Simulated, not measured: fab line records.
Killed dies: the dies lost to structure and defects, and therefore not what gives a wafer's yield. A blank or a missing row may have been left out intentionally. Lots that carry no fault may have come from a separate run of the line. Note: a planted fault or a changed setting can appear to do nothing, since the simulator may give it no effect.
8D (eight disciplines) problem report, filled in by code    flow sky130    the parts of the form that need people (team, actions taken, sign-off) are left out

== 1. THE PROBLEM ==
runLengthS at SKY_METAL1_SOFTBAKE_11 reads a mean of 112.10 s on 6 wafers of 2 lots; wafers without a fault read 119.08 s with a standard deviation of 0.21. Relative to the usual mean, that is a shift of -33 standard deviations.
The step: time 90 s.
Earliest sighting: wafer L257.3 on lithoTrack-01 at day 33 16:00. At this step, 36 wafers from 12 lots have a number in the record. Rule for "out", or "out of limits": more than 4 standard deviations from the usual mean. The rest of the wafers with a number are treated as sound.

== 2. WHAT IT IS; WHAT IT IS NOT ==
question                     is                             is not
which readings at this step  runLengthS, heaterPowerTotalW  -
which lots                   L257, L261                     L252, L265, L266, L269, L270, L271, L272, L273, L274, L275
which wafers of those lots   all that have a number         -
read on which tools          lithoTrack-01                  lithoTrack-02, lithoTrack-03
when                         from day 33 16:00              up to then (3 sound wafers); but 27 sound wafers of L265, L266, L269, L270, L271, L272, L273, L274, L275 came after

== 3. THE SUSPECTS, EACH WITH WHAT RULES IT OUT ==
Counting: a tool at a process step up to the reading stays a suspect if it ran every lot that is out and no sound lot after the first of them.
- rieDiel-02 at SKY_CONTACT_ETCH_18 (etches Si3N4 in CHF3/O2, stops on TiN, time 39 s, target depth 75 nm): ruled out as a lasting fault. Following L257 (day 33 03:16), the first lot on it that is out, the sound lots L266, L269, L270, L271, L273 were run on it. Because SKY_CONTACT_ETCH_18 lacks a start for some lots, the hours and order of its lots are taken from SKY_METAL1_SPUTTER_04.
- lithoTrack-01 at SKY_METAL1_SOFTBAKE_11 (time 90 s): ruled out as a lasting fault. Following L257 (day 33 16:00), the first lot on it that is out, the sound lots L269, L270, L272, L273, L275 were run on it.
Left after counting: nothing in the record.

== 4. THE CAUSE (what the simulator had put in) ==
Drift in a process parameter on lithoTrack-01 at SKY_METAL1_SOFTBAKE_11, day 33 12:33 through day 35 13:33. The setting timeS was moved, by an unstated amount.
Counting ruled it out, wrongly.

== 5. SEQUENCE OF EFFECTS, ordered by route ==
Each row: a reading whose mean over the struck wafers that have a number lies more than 3 standard deviations from the usual. Only readings whose record carries a usual standard deviation are examined. hours: median over the lots of the time between each lot's start at the first step of this table that gives one and its start at this step. sigmas: the change, counted in usual standard deviations.
hours  step                    reading            usual     on struck wafers  change  sigmas
0      SKY_METAL1_SOFTBAKE_11  heaterPowerTotalW  57.36 W   58.84             +1.48   +13
0      SKY_METAL1_SOFTBAKE_11  runLengthS         119.08 s  112.10            -6.98   -33
Process steps it contains:
- SKY_METAL1_SOFTBAKE_11: time 90 s.
At these later measuring or inspecting steps, every struck wafer for which the step has a row has a number for every such reading, and none has moved that far: SKY_METAL1_CD_MEAS_15.

== 6. WHAT WOULD HAVE CAUGHT IT SOONER ==
The fault began at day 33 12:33; the first out-of-limits reading in this record came at day 33 16:00, 3 hours later.
